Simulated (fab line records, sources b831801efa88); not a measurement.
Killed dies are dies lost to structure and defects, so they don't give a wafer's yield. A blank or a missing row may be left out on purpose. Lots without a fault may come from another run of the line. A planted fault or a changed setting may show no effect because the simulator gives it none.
Which tool did it? | flow sky130 | 7 lots, 20 wafers sampled, at 1 step of a route of 708

WHAT THE GAUGES READ, wafer by wafer
SKY_POLY_GATE_CD_MEAS_13: target cd 150 nm.
lot  | measured     | on        | cd_nm (nm)
L788 | day 17 01:32 | cd_sem-01 | 148.4 149.4 147.8
L791 | day 17 22:01 | cd_sem-02 | 150.9 151.7 152.8
L796 | day 19 15:42 | cd_sem-01 | 148.7 148.9
L801 | day 21 15:08 | cd_sem-02 | 149.0 150.2 148.4
L804 | day 22 13:29 | cd_sem-02 | 150.7 151.2 149.2
L807 | day 23 14:34 | cd_sem-02 | 148.1 146.6 148.8
L810 | day 24 17:26 | cd_sem-01 | 149.3 149.9 149.3

WHICH TOOL RAN EACH LOT (tool, then ch and the chambers of the sampled wafers, then the start)
The record holds no process step before these readings.

THE ANSWER, worked out from the rows above alone
Rule: what is usual is taken from the lots themselves. Put in order of their means at a reading, lots are off if they are a third of the lots or fewer, leave a main group of 4 or more, and stand apart from it by a gap of 3 or more times the standard deviation of the main group's means; of several such gaps the widest counts. A main group whose means are all the same, to the digits that the tables above print for the reading, isn't used. A lot without any number at a reading at which 4 lots or more have one is off too. The other lots that the step has rows for count as sound.
No lot is off at any reading shown: from this, nothing can be told.

WHAT THE SIMULATOR HAD PUT IN
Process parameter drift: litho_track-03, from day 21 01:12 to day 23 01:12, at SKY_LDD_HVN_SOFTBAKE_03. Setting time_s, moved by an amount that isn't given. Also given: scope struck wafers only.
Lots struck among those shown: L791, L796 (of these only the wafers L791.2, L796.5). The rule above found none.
